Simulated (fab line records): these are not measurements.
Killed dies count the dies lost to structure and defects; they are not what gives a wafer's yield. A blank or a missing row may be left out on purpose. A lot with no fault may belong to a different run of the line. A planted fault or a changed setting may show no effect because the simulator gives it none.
The tool behind it: which one? | flow sky130 | 13 lots with 39 wafers sampled at 4 steps, on a route of 708 steps

## WHAT THE GAUGES SHOWED, per wafer
SKY_METAL4_OVL_MEAS_14.
lot  | measured     | on         | METAL4_OVL (nm)
L509 | day 41 13:38 | overlay-01 | -7 -5 1
L510 | day 42 15:32 | overlay-01 | -5 2 -2
L512 | day 42 16:54 | overlay-01 | -4 1 8
L515 | day 43 17:05 | overlay-02 | -6 0 7
L519 | day 44 21:23 | overlay-02 | -1 3 2
L522 | day 45 13:41 | overlay-01 | 8 3 11
L524 | day 45 23:05 | overlay-02 | -4 -1 -5
L525 | day 46 08:32 | overlay-02 | -2 -7 10
L526 | day 46 19:36 | overlay-02 | -10 -3 2
L528 | day 47 03:56 | overlay-01 | 6 -1 0
L530 | day 47 06:30 | overlay-02 | -6 -8 -12
L529 | day 47 13:36 | overlay-02 | -4 -5 -6
L531 | day 47 19:26 | overlay-02 | -5 -6 0

SKY_VIA4_BOW_MEAS_03.
lot  | measured     | on           | VIA4_BOW (um)
L509 | day 41 15:12 | filmMetro-02 | 69 81 70
L510 | day 42 17:02 | filmMetro-03 | 84 78 95
L512 | day 42 18:25 | filmMetro-03 | 66 85 82
L515 | day 43 18:34 | filmMetro-03 | 75 85 82
L519 | day 44 22:53 | filmMetro-04 | 79 77 73
L522 | day 45 15:21 | filmMetro-04 | 78 73 76
L524 | day 46 00:38 | filmMetro-03 | 71 60 64
L525 | day 46 10:17 | filmMetro-03 | 81 73 84
L526 | day 46 21:08 | filmMetro-04 | 99 103 90
L528 | day 47 05:37 | filmMetro-02 | 75 88 77
L530 | day 47 08:00 | filmMetro-04 | 75 73 71
L529 | day 47 15:10 | filmMetro-04 | 75 85 63
L531 | day 47 20:59 | filmMetro-03 | 75 75 88

SKY_VIA4_THK_MEAS_20: measures by xrf.
lot  | measured     | on           | VIA4_W_THK (nm)
L509 | day 42 16:13 | filmMetro-04 | 514 516 521
L510 | day 43 17:31 | filmMetro-02 | 499 503 501
L512 | day 43 18:38 | filmMetro-02 | 496 496 501
L515 | day 44 17:01 | filmMetro-04 | 497 500 504
L519 | day 45 22:06 | filmMetro-03 | 493 496 498
L522 | day 46 12:55 | filmMetro-04 | 508 510 508
L524 | day 46 22:40 | filmMetro-02 | 509 502 503
L525 | day 47 06:23 | filmMetro-03 | 504 509 507
L526 | day 47 18:26 | filmMetro-04 | 524 519 520
L528 | day 48 02:37 | filmMetro-02 | 497 493 502
L530 | day 48 04:00 | filmMetro-03 | 502 509 504
L529 | day 48 11:35 | filmMetro-02 | 500 505 499
L531 | day 48 17:05 | filmMetro-04 | 507 505 507

## TOOL THAT RAN EACH LOT (tool first, then ch and the chambers of the sampled wafers, then the start)
lot  | SKY_LOCAL_INTERCONNECT_CLEAN_18
L509 | wetBench-02 ch 3, day 30 05:43
L510 | wetBench-01 ch 0, day 31 07:49
L512 | wetBench-02 ch 1, day 31 11:44
L515 | wetBench-04 ch 2, day 32 15:04
L519 | wetBench-04 ch 1, day 33 22:34
L522 | wetBench-02 ch 1, day 34 20:48
L524 | wetBench-04 ch 0, day 35 07:21
L525 | wetBench-04 ch 2, day 35 17:50
L526 | wetBench-04 ch 0, day 36 08:12
L528 | wetBench-02 ch 3, day 37 00:05
L530 | wetBench-04 ch 0, day 37 00:55
L529 | wetBench-01 ch 3, day 37 11:21
L531 | wetBench-02 ch 1, day 37 16:55
- SKY_LOCAL_INTERCONNECT_CLEAN_18: cleans in O3/DIW.

## AS READ BY THE TOOLS THEMSELVES (means over the sampled wafers that have a number; for cases with no such wafer, the mark the record gives instead)
The record holds no such reading with a usual standard deviation.

## THE ANSWER, worked out from the rows above alone
Rule: the lots themselves supply what counts as usual. The widest of any qualifying gaps counts: lots, ordered by their means at a reading, are off when they make up no more than a third of the lots, leave a main group of 4 or more, and stand apart from it by 3 or more times the standard deviation of that group's means. Not used: any main group whose means are identical at the precision the tables above print for the reading. Also off: a lot with no number at a reading for which 4 or more lots have one. Where the step has rows for the other lots, those lots are counted as sound. First the gauges in route order, then the tools' own readings, where a lot's mean is used as printed above. At the first step where some lot is off, the reading lying furthest off is the one used; lots without a number count as furthest.
None of the lots is off at any reading shown; this tells nothing.

## WHAT WAS PUT IN BY THE SIMULATOR
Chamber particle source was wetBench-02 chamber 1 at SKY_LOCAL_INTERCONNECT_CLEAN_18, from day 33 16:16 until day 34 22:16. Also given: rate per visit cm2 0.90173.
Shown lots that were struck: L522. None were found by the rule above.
